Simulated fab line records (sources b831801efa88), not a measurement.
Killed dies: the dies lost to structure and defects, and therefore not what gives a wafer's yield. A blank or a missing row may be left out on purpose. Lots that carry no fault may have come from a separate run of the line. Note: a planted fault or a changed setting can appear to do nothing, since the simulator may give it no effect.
fab line records	flow sky130	part 1 of 2: steps 1 to 24 of 34
[record] lots = 5	wafers = 15	lastDay = 49
route steps=708 shown PWDE@47 NWELL@56
lots with no fault: from the same line, run without faults
startH: the number of hours between the record's first day and the start of the first shown wafer of the lot	waitH: time in hours since the lot's previous step	" identical to the entry in the row above	L1.1+2: several wafers, shown together as one row	- no value present, or no start provided	* or withheld: withheld	< > ~ a bound
route shown NAME@n: NAME is a module with steps in the file, n the number in the route of the first one	usual: mean/standard deviation taken from wafers without a fault	same: alike in all rows	chamber/n: place in a boat	sites: readings site by site	_std_site: their standard deviation	_edge_site: outer sites' mean less inner sites'	radiusMm: for every site, how far away it sits from the centre of the wafer	mask NAME#n: copy n	behind: the tool/chamber that last shaped the wafer	hold: why the lot was held/for how many hours/how that ended	device: transistor that didn't switch, given as n, p or np	end of line: tests of these same wafers at the route's end	where a step has no rows: the recipe by itself	killed: at the first sort, the dies lost to defects and structure; wafer yield is something else	map: a wafer's dies, marking killed ones x, the rest . and places with no die _
set.NAME: the setting the step ran with; set.NAME@STEP: the setting that earlier step ran with	model.NAME: the simulator's own value behind a step, which no gauge read
lots at some steps of the route; a table a step, a row a wafer
services: from which hour (startH, from the record's first day; less than 0 if before it) a tool's chamber was out of use, for how many hours, and why
[[steps]]
[step SKY_PWDE_COAT_02]
[recipe] spinRpm = 2000	resistThkNm = 3000
[usual] chillPlateTempC = 23.02/0.1	exhaustPa = 44.9/0.78
lot.wafer	tool	chamber	startH	waitH	chillPlateTempC	exhaustPa
L074.1	lithoTrack-02	0	61.12	0.1	23.23	44.9
L074.2	"	0	"	"	23.13	45.2
L074.4	"	0	"	"	23.04	45.2
L083.1	lithoTrack-04	0	108.76	0.1	23.01	44.0
L083.2	"	0	"	"	23.02	45.0
L083.4	"	0	"	"	22.96	44.1
L089.3	lithoTrack-04	0	142.16	0.1	23.03	44.9
L089.4	"	0	"	"	23.03	44.5
L089.5	"	0	"	"	22.86	45.6
L092.3	lithoTrack-02	0	160.42	0.1	23.08	46.4
L092.4	"	0	"	"	23.14	45.4
L092.5	"	0	"	"	22.97	44.9
L093.3	lithoTrack-02	0	163.22	0.1	22.95	45.2
L093.4	"	0	"	"	22.79	44.1
L093.5	"	0	"	"	22.97	44.5
[step SKY_PWDE_SOFTBAKE_03]
[recipe] tempC = 110	timeS = withheld
[usual] chillPlateTempC = 23.04/0.11	exhaustPa = 45.0/0.9
lot.wafer	tool	chamber	startH	waitH	chillPlateTempC	exhaustPa
L074.1	lithoTrack-02	0	61.27	0.1	22.92	45.1
L074.2	"	0	"	"	22.96	46.3
L074.4	"	0	"	"	22.98	44.9
L083.1	lithoTrack-04	0	108.91	0.1	23.11	45.0
L083.2	"	0	"	"	22.98	45.1
L083.4	"	0	"	"	23.14	45.1
L089.3	lithoTrack-04	0	142.33	0.1	23.15	45.4
L089.4	"	0	"	"	23.23	45.4
L089.5	"	0	"	"	23.11	45.7
L092.3	lithoTrack-02	0	160.58	0.1	23.00	45.8
L092.4	"	0	"	"	23.14	45.1
L092.5	"	0	"	"	22.99	45.8
L093.3	lithoTrack-02	0	163.38	0.1	22.92	45.0
L093.4	"	0	"	"	23.02	45.4
L093.5	"	0	"	"	22.84	44.5
[step SKY_PWDE_EXPOSE_04]
[recipe] maskId = PWDEM	na = 0.6	sourceShape = conventional	sigmaOuter = 0.6	polarization = unpolarized	targetCdNm = 840	doseMj = 214
[same] sigmaOuter = 0.6
lot.wafer	tool	chamber	startH	waitH	mask
L074.1+2+4	ilineStepper-02	0	-	-	PWDEM#0
L083.1+2+4	ilineStepper-01	0	-	-	PWDEM#0
L089.3+4+5	ilineStepper-02	0	-	-	PWDEM#0
L092.3+4+5	ilineStepper-02	0	-	-	PWDEM#0
L093.3+4+5	ilineStepper-02	0	-	-	PWDEM#0
[step SKY_PWDE_PEB_05]
[recipe] tempC = 115	timeS = withheld
[usual] chillPlateTempC = 23.01/0.1	exhaustPa = 44.8/1
lot.wafer	tool	chamber	startH	waitH	chillPlateTempC	exhaustPa
L074.1	lithoTrack-02	0	-	-	22.91	45.1
L074.2	"	0	"	"	23.00	44.1
L074.4	"	0	"	"	23.04	44.1
L083.1	lithoTrack-02	0	-	-	23.02	45.3
L083.2	"	0	"	"	23.13	44.6
L083.4	"	0	"	"	23.11	46.6
L089.3	lithoTrack-04	0	-	-	22.69	45.1
L089.4	"	0	"	"	22.93	47.5
L089.5	"	0	"	"	22.92	47.8
L092.3	lithoTrack-01	0	-	-	22.93	44.3
L092.4	"	0	"	"	23.00	44.2
L092.5	"	0	"	"	22.97	43.6
L093.3	lithoTrack-01	0	-	-	23.13	45.0
L093.4	"	0	"	"	23.20	44.7
L093.5	"	0	"	"	23.09	45.2
[step SKY_PWDE_DEVELOP_06]
[recipe] wallAngleDeg = 90	developer = TMAH	developTimeS = 60	devTempC = 23
[usual] chillPlateTempC = 23.01/0.11	exhaustPa = 44.9/0.84
lot.wafer	tool	chamber	startH	waitH	chillPlateTempC	exhaustPa
L074.1	lithoTrack-02	0	-	-	23.06	44.5
L074.2	"	0	"	"	23.17	45.1
L074.4	"	0	"	"	22.97	44.7
L083.1	lithoTrack-02	0	-	-	23.27	45.2
L083.2	"	0	"	"	23.05	45.2
L083.4	"	0	"	"	23.05	45.4
L089.3	lithoTrack-04	0	-	-	23.06	45.0
L089.4	"	0	"	"	23.03	45.2
L089.5	"	0	"	"	22.94	45.6
L092.3	lithoTrack-01	0	-	-	23.01	45.7
L092.4	"	0	"	"	22.95	44.1
L092.5	"	0	"	"	22.88	44.2
L093.3	lithoTrack-01	0	-	-	23.02	45.9
L093.4	"	0	"	"	23.08	46.2
L093.5	"	0	"	"	23.12	45.4
[step SKY_PWDE_OVL_MEAS_07]
[usual] PWDE_OVL = -1.5/1.5
lot.wafer	tool	chamber	startH	waitH	PWDE_OVL[nm]
L074.1	overlay-02	-	69.32	-	-3.0
L074.2	"	-	"	"	-2.7
L074.4	"	-	"	"	-3.1
L083.1	overlay-02	-	118.62	-	-0.2
L083.2	"	-	"	"	0.7
L083.4	"	-	"	"	0.5
L089.3	overlay-01	-	152.17	-	-2.4
L089.4	"	-	"	"	-3.6
L089.5	"	-	"	"	-3.0
L092.3	overlay-02	-	170.74	-	-0.3
L092.4	"	-	"	"	-1.3
L092.5	"	-	"	"	-0.7
L093.3	overlay-02	-	173.59	-	0.3
L093.4	"	-	"	"	-0.2
L093.5	"	-	"	"	0.1
[step SKY_PWDE_IMPLANT_08]
[recipe] species = B	energyKev = 150	doseCm2 = 3.6e+12	tiltDeg = withheld
[usual] beamOnS = 9.97/0.2
lot.wafer	tool	chamber	startH	waitH	beamOnS
L074.1	implanter-01	0	69.35	0.0	9.90
L074.2	"	0	"	"	9.78
L074.4	"	0	"	"	10.41
L083.1	implanter-01	0	118.65	0.0	9.86
L083.2	"	0	"	"	9.92
L083.4	"	0	"	"	9.86
L089.3	implanter-01	0	152.25	0.1	9.84
L089.4	"	0	"	"	9.77
L089.5	"	0	"	"	10.12
L092.3	implanter-03	0	170.81	0.1	10.08
L092.4	"	0	"	"	10.05
L092.5	"	0	"	"	9.79
L093.3	implanter-04	0	173.66	0.1	9.78
L093.4	"	0	"	"	9.85
L093.5	"	0	"	"	10.17
[step SKY_PWDE_STRIP_09]
[recipe] chemistry = O2/N2	powerW = 1400	pressureMtorr = 1500	platenTempC = withheld	o2FlowSccm = 3000	n2FlowSccm = 300	overashFraction = 0.5
[usual] drypumpMotorCurrentA = 5.4/0.41	oesProductAu = 0.722/0.0043	stripTimeToEndpointS = 36.93/0.088
lot.wafer	tool	chamber	startH	waitH	drypumpMotorCurrentA	oesProductAu	rfHoursCounterH	stripTimeToEndpointS
L074.1	plasmaAsher-03	1	69.50	0.1	5.3	0.729	38	36.83
L074.2	"	0	"	"	6.1	0.725	38	36.83
L074.4	"	0	"	"	6.1	0.723	-	36.79
L083.1	plasmaAsher-02	0	118.80	0.1	4.9	0.715	32	36.97
L083.2	"	1	"	"	5.7	0.716	32	36.91
L083.4	"	1	"	"	5.7	0.721	-	36.96
L089.3	plasmaAsher-02	1	152.38	0.1	5.7	0.728	-	36.92
L089.4	"	0	"	"	5.0	0.719	-	36.80
L089.5	"	0	"	"	4.9	0.720	-	36.91
L092.3	plasmaAsher-01	0	170.95	0.1	5.1	0.722	-	37.01
L092.4	"	1	"	"	5.0	0.718	-	36.83
L092.5	"	0	"	"	5.1	0.714	-	36.90
L093.3	plasmaAsher-02	0	173.80	0.1	4.9	0.725	-	36.78
L093.4	"	1	"	"	5.7	0.722	-	36.74
L093.5	"	0	"	"	5.0	0.724	-	36.74
[step SKY_PWDE_TW_MEAS_10]
[usual] PWDE_TW = 374.4/1.9
lot.wafer	tool	chamber	startH	waitH	PWDE_TW
L074.1	filmMetro-02	-	69.60	0.1	374.3
L074.2	"	-	"	"	376.7
L074.4	"	-	"	"	374.9
L083.1	filmMetro-02	-	118.90	0.1	370.8
L083.2	"	-	"	"	371.7
L083.4	"	-	"	"	370.9
L089.3	filmMetro-02	-	152.47	0.1	373.5
L089.4	"	-	"	"	373.6
L089.5	"	-	"	"	373.4
L092.3	filmMetro-01	-	171.03	0.1	371.7
L092.4	"	-	"	"	371.2
L092.5	"	-	"	"	373.7
L093.3	filmMetro-01	-	173.88	0.1	374.8
L093.4	"	-	"	"	374.1
L093.5	"	-	"	"	374.6
[step SKY_NWELL_DEHYDRATE_03]
[recipe] tempC = 200	timeS = 60
[usual] chillPlateTempC = 22.97/0.12	exhaustPa = 44.8/0.94
lot.wafer	tool	chamber	startH	waitH	chillPlateTempC	exhaustPa
L074.1	lithoTrack-04	0	77.36	7.7	22.79	43.4
L074.2	"	0	"	"	22.95	43.3
L074.4	"	0	"	"	22.92	43.9
L083.1	lithoTrack-01	0	127.48	8.6	23.09	44.1
L083.2	"	0	"	"	23.04	44.0
L083.4	"	0	"	"	22.94	45.3
L089.3	lithoTrack-03	0	161.87	9.4	23.18	45.2
L089.4	"	0	"	"	23.18	42.3
L089.5	"	0	"	"	23.24	45.7
L092.3	lithoTrack-01	0	180.73	9.7	23.05	45.8
L092.4	"	0	"	"	22.88	45.1
L092.5	"	0	"	"	23.07	47.0
L093.3	lithoTrack-03	0	183.62	9.7	22.95	45.5
L093.4	"	0	"	"	23.21	44.4
L093.5	"	0	"	"	23.05	44.7
[step SKY_NWELL_HMDS_04]
[recipe] primeTimeS = 60	primeTempC = 120
[usual] chillPlateTempC = 23.02/0.12	exhaustPa = 44.8/0.79
lot.wafer	tool	chamber	startH	waitH	chillPlateTempC	exhaustPa
L074.1	lithoTrack-04	0	77.51	0.1	23.08	45.5
L074.2	"	0	"	"	23.02	45.0
L074.4	"	0	"	"	23.03	44.5
L083.1	lithoTrack-01	0	127.63	0.1	22.97	45.5
L083.2	"	0	"	"	22.98	44.7
L083.4	"	0	"	"	23.01	44.7
L089.3	lithoTrack-03	0	162.02	0.1	22.98	45.0
L089.4	"	0	"	"	23.13	45.1
L089.5	"	0	"	"	23.02	44.4
L092.3	lithoTrack-01	0	180.88	0.1	23.01	45.7
L092.4	"	0	"	"	23.16	43.0
L092.5	"	0	"	"	23.23	44.9
L093.3	lithoTrack-03	0	183.77	0.1	23.17	44.1
L093.4	"	0	"	"	23.35	43.2
L093.5	"	0	"	"	23.28	43.7
[step SKY_NWELL_COAT_05]
[recipe] spinRpm = 2000	resistThkNm = 3000
[usual] chillPlateTempC = 22.98/0.099	exhaustPa = 44.9/0.88
lot.wafer	tool	chamber	startH	waitH	chillPlateTempC	exhaustPa
L074.1	lithoTrack-04	0	77.66	0.1	22.99	47.7
L074.2	"	0	"	"	23.06	45.0
L074.4	"	0	"	"	22.94	47.5
L083.1	lithoTrack-01	0	127.78	0.1	22.91	44.2
L083.2	"	0	"	"	22.97	45.4
L083.4	"	0	"	"	22.97	45.0
L089.3	lithoTrack-03	0	162.17	0.1	22.98	44.7
L089.4	"	0	"	"	23.13	45.8
L089.5	"	0	"	"	23.11	44.7
L092.3	lithoTrack-01	0	181.03	0.1	23.09	44.9
L092.4	"	0	"	"	23.16	44.7
L092.5	"	0	"	"	23.16	45.8
L093.3	lithoTrack-03	0	183.92	0.1	22.78	43.5
L093.4	"	0	"	"	22.90	45.0
L093.5	"	0	"	"	23.04	44.2
[step SKY_NWELL_SOFTBAKE_06]
[recipe] tempC = 110	timeS = withheld
[usual] chillPlateTempC = 22.98/0.12	exhaustPa = 45.1/0.9
lot.wafer	tool	chamber	startH	waitH	chillPlateTempC	exhaustPa
L074.1	lithoTrack-04	0	77.81	0.1	22.94	44.9
L074.2	"	0	"	"	23.02	45.2
L074.4	"	0	"	"	23.19	43.4
L083.1	lithoTrack-01	0	127.93	0.1	22.94	45.0
L083.2	"	0	"	"	22.94	45.5
L083.4	"	0	"	"	23.05	44.7
L089.3	lithoTrack-03	0	162.33	0.1	23.07	43.9
L089.4	"	0	"	"	23.00	45.1
L089.5	"	0	"	"	22.96	45.3
L092.3	lithoTrack-01	0	181.19	0.1	22.84	45.7
L092.4	"	0	"	"	23.03	46.1
L092.5	"	0	"	"	22.97	45.2
L093.3	lithoTrack-03	0	184.08	0.1	22.97	43.9
L093.4	"	0	"	"	23.07	44.9
L093.5	"	0	"	"	22.95	44.3
[step SKY_NWELL_EXPOSE_07]
[recipe] maskId = NWM	na = 0.6	sourceShape = conventional	sigmaOuter = 0.6	polarization = unpolarized	targetCdNm = 840	doseMj = 255
[same] sigmaOuter = 0.6
lot.wafer	tool	chamber	startH	waitH	mask
L074.1+2+4	ilineStepper-02	0	-	-	NWM#0
L083.1+2+4	ilineStepper-02	0	-	-	NWM#0
L089.3+4+5	ilineStepper-02	0	-	-	NWM#0
L092.3+4+5	ilineStepper-02	0	-	-	NWM#0
L093.3+4+5	ilineStepper-02	0	-	-	NWM#0
[step SKY_NWELL_PEB_08]
[recipe] tempC = 115	timeS = withheld
[usual] chillPlateTempC = 23.00/0.11	exhaustPa = 45.1/0.9
lot.wafer	tool	chamber	startH	waitH	chillPlateTempC	exhaustPa
L074.1	lithoTrack-04	0	-	-	23.25	46.0
L074.2	"	0	"	"	23.10	45.8
L074.4	"	0	"	"	23.21	45.7
L083.1	lithoTrack-03	0	-	-	23.05	46.2
L083.2	"	0	"	"	23.13	46.9
L083.4	"	0	"	"	22.88	46.7
L089.3	lithoTrack-04	0	-	-	22.89	45.2
L089.4	"	0	"	"	22.99	44.4
L089.5	"	0	"	"	23.00	45.6
L092.3	lithoTrack-03	0	-	-	22.91	44.6
L092.4	"	0	"	"	22.80	45.2
L092.5	"	0	"	"	22.98	43.9
L093.3	lithoTrack-03	0	-	-	23.08	44.4
L093.4	"	0	"	"	22.96	44.5
L093.5	"	0	"	"	23.06	44.7
[step SKY_NWELL_DEVELOP_09]
[recipe] wallAngleDeg = 90	developer = TMAH	developTimeS = 60	devTempC = 23
[usual] chillPlateTempC = 23.00/0.09	exhaustPa = 45.1/0.83
lot.wafer	tool	chamber	startH	waitH	chillPlateTempC	exhaustPa
L074.1	lithoTrack-04	0	-	-	23.18	45.5
L074.2	"	0	"	"	22.93	45.3
L074.4	"	0	"	"	23.18	44.5
L083.1	lithoTrack-03	0	-	-	23.10	46.1
L083.2	"	0	"	"	22.94	44.0
L083.4	"	0	"	"	22.80	46.4
L089.3	lithoTrack-04	0	-	-	22.88	45.3
L089.4	"	0	"	"	22.75	45.4
L089.5	"	0	"	"	22.95	44.5
L092.3	lithoTrack-03	0	-	-	23.15	45.9
L092.4	"	0	"	"	23.09	45.2
L092.5	"	0	"	"	23.07	43.9
L093.3	lithoTrack-03	0	-	-	22.99	43.3
L093.4	"	0	"	"	22.87	44.1
L093.5	"	0	"	"	22.84	44.9
[step SKY_NWELL_OVL_MEAS_10]
[usual] NWELL_00_OVL = -0.6/1.5
lot.wafer	tool	chamber	startH	waitH	NWELL_00_OVL[nm]
L074.1	overlay-02	-	86.36	-	1.7
L074.2	"	-	"	"	-0.2
L074.4	"	-	"	"	0.3
L083.1	overlay-02	-	137.77	-	-2.8
L083.2	"	-	"	"	-1.1
L083.4	"	-	"	"	-2.7
L089.3	overlay-02	-	172.57	-	0.5
L089.4	"	-	"	"	-0.2
L089.5	"	-	"	"	0.8
L092.3	overlay-02	-	191.33	-	1.2
L092.4	"	-	"	"	2.0
L092.5	"	-	"	"	1.2
L093.3	overlay-02	-	194.53	-	-3.6
L093.4	"	-	"	"	-3.5
L093.5	"	-	"	"	-2.0
[step SKY_NWELL_IMPLANT_11]
[recipe] species = P	energyKev = 400	doseCm2 = 1.9e+13	tiltDeg = withheld
[usual] beamOnS = 10.00/0.2
lot.wafer	tool	chamber	startH	waitH	beamOnS
L074.1	implanter-02	0	86.40	0.0	9.84
L074.2	"	0	"	"	10.29
L074.4	"	0	"	"	9.79
L083.1	implanter-03	0	137.80	0.0	9.71
L083.2	"	0	"	"	9.84
L083.4	"	0	"	"	9.82
L089.3	implanter-03	0	172.65	0.1	10.09
L089.4	"	0	"	"	9.93
L089.5	"	0	"	"	10.15
L092.3	implanter-03	0	191.40	0.1	10.06
L092.4	"	0	"	"	10.01
L092.5	"	0	"	"	9.81
L093.3	implanter-02	0	194.60	0.1	9.87
L093.4	"	0	"	"	10.00
L093.5	"	0	"	"	9.76
[step SKY_NWELL_IMPLANT_12]
[recipe] species = P	energyKev = 120	doseCm2 = 1.3e+12	tiltDeg = withheld
[usual] beamOnS = 10.02/0.2
lot.wafer	tool	chamber	startH	waitH	beamOnS
L074.1	implanter-02	0	86.55	0.1	10.21
L074.2	"	0	"	"	9.93
L074.4	"	0	"	"	9.56
L083.1	implanter-03	0	137.95	0.1	10.20
L083.2	"	0	"	"	10.16
L083.4	"	0	"	"	10.01
L089.3	implanter-03	0	172.80	0.1	9.67
L089.4	"	0	"	"	10.13
L089.5	"	0	"	"	9.99
L092.3	implanter-03	0	191.55	0.1	9.95
L092.4	"	0	"	"	10.29
L092.5	"	0	"	"	10.25
L093.3	implanter-02	0	194.75	0.1	10.29
L093.4	"	0	"	"	10.27
L093.5	"	0	"	"	9.78
[step SKY_NWELL_IMPLANT_13]
[recipe] species = P	energyKev = 50	doseCm2 = 7e+11	tiltDeg = withheld
[usual] beamOnS = 9.99/0.2
lot.wafer	tool	chamber	startH	waitH	beamOnS
L074.1	implanter-02	0	86.70	0.1	9.97
L074.2	"	0	"	"	10.22
L074.4	"	0	"	"	9.99
L083.1	implanter-03	0	138.10	0.1	10.15
L083.2	"	0	"	"	9.95
L083.4	"	0	"	"	10.11
L089.3	implanter-03	0	172.95	0.1	10.17
L089.4	"	0	"	"	10.20
L089.5	"	0	"	"	10.21
L092.3	implanter-03	0	191.70	0.1	9.95
L092.4	"	0	"	"	9.70
L092.5	"	0	"	"	10.04
L093.3	implanter-02	0	194.90	0.1	9.70
L093.4	"	0	"	"	10.05
L093.5	"	0	"	"	10.08
[step SKY_NWELL_STRIP_14]
[recipe] chemistry = O2/N2	powerW = 1400	pressureMtorr = 1500	platenTempC = withheld	o2FlowSccm = 3000	n2FlowSccm = 300	overashFraction = 0.5
[usual] drypumpMotorCurrentA = 5.5/0.41	oesProductAu = 0.722/0.0047	stripTimeToEndpointS = 36.94/0.12
lot.wafer	tool	chamber	startH	waitH	drypumpMotorCurrentA	oesProductAu	rfHoursCounterH	stripTimeToEndpointS
L074.1	plasmaAsher-03	0	86.85	0.1	6.1	0.713	39	36.81
L074.2	"	1	"	"	5.3	0.726	39	36.78
L074.4	"	1	"	"	5.4	0.722	-	36.88
L083.1	plasmaAsher-02	0	138.25	0.1	5.0	0.725	34	37.02
L083.2	"	1	"	"	5.7	0.725	34	37.07
L083.4	"	0	"	"	4.9	0.716	-	37.02
L089.3	plasmaAsher-02	1	173.08	0.1	5.7	0.723	-	37.07
L089.4	"	0	"	"	4.9	0.720	-	37.01
L089.5	"	1	"	"	5.7	0.727	-	37.04
L092.3	plasmaAsher-03	1	191.84	0.1	5.3	0.730	-	37.10
L092.4	"	0	"	"	6.1	0.718	-	37.03
L092.5	"	1	"	"	5.3	0.725	-	37.06
L093.3	plasmaAsher-03	1	195.04	0.1	5.3	0.720	-	36.86
L093.4	"	0	"	"	6.1	0.720	-	36.81
L093.5	"	0	"	"	6.1	0.720	-	36.78
[step SKY_NWELL_TW_MEAS_15]
[usual] NWELL_TW = 1821/11
lot.wafer	tool	chamber	startH	waitH	NWELL_TW
L074.1	filmMetro-01	-	86.95	0.1	1821
L074.2	"	-	"	"	1812
L074.4	"	-	"	"	1819
L083.1	filmMetro-01	-	138.35	0.1	1807
L083.2	"	-	"	"	1805
L083.4	"	-	"	"	1812
L089.3	filmMetro-02	-	173.17	0.1	1830
L089.4	"	-	"	"	1820
L089.5	"	-	"	"	1826
L092.3	filmMetro-03	-	191.92	0.1	1838
L092.4	"	-	"	"	1836
L092.5	"	-	"	"	1842
L093.3	filmMetro-01	-	195.12	0.1	1810
L093.4	"	-	"	"	1821
L093.5	"	-	"	"	1829
[step SKY_NWELL_DEHYDRATE_16]
[recipe] tempC = 200	timeS = 60
[usual] chillPlateTempC = 22.98/0.11	exhaustPa = 44.9/0.94
lot.wafer	tool	chamber	startH	waitH	chillPlateTempC	exhaustPa
L074.1	lithoTrack-03	0	94.82	7.9	23.06	43.0
L074.2	"	0	"	"	23.03	44.8
L074.4	"	0	"	"	23.03	44.3
L083.1	lithoTrack-03	0	147.22	8.9	22.86	44.0
L083.2	"	0	"	"	22.97	43.9
L083.4	"	0	"	"	23.00	44.2
L089.3	lithoTrack-04	0	182.51	9.3	22.99	45.7
L089.4	"	0	"	"	22.91	45.1
L089.5	"	0	"	"	23.03	44.3
L092.3	lithoTrack-03	0	201.57	9.6	23.10	44.5
L092.4	"	0	"	"	22.97	43.9
L092.5	"	0	"	"	22.91	45.0
L093.3	lithoTrack-01	0	204.68	9.5	23.03	44.6
L093.4	"	0	"	"	22.97	44.9
L093.5	"	0	"	"	22.93	45.7
[step SKY_NWELL_HMDS_17]
[recipe] primeTimeS = 60	primeTempC = 120
[usual] chillPlateTempC = 23.00/0.11	exhaustPa = 44.8/0.84
lot.wafer	tool	chamber	startH	waitH	chillPlateTempC	exhaustPa
L074.1	lithoTrack-03	0	94.97	0.1	23.15	43.3
L074.2	"	0	"	"	23.10	43.0
L074.4	"	0	"	"	23.16	43.6
L083.1	lithoTrack-03	0	147.37	0.1	23.11	45.8
L083.2	"	0	"	"	23.20	44.6
L083.4	"	0	"	"	23.12	43.9
L089.3	lithoTrack-04	0	182.66	0.1	23.05	43.8
L089.4	"	0	"	"	23.14	44.4
L089.5	"	0	"	"	23.24	44.9
L092.3	lithoTrack-03	0	201.72	0.1	22.99	46.9
L092.4	"	0	"	"	23.02	46.8
L092.5	"	0	"	"	22.89	46.6
L093.3	lithoTrack-01	0	204.83	0.1	23.01	46.0
L093.4	"	0	"	"	22.88	45.3
L093.5	"	0	"	"	22.87	45.5
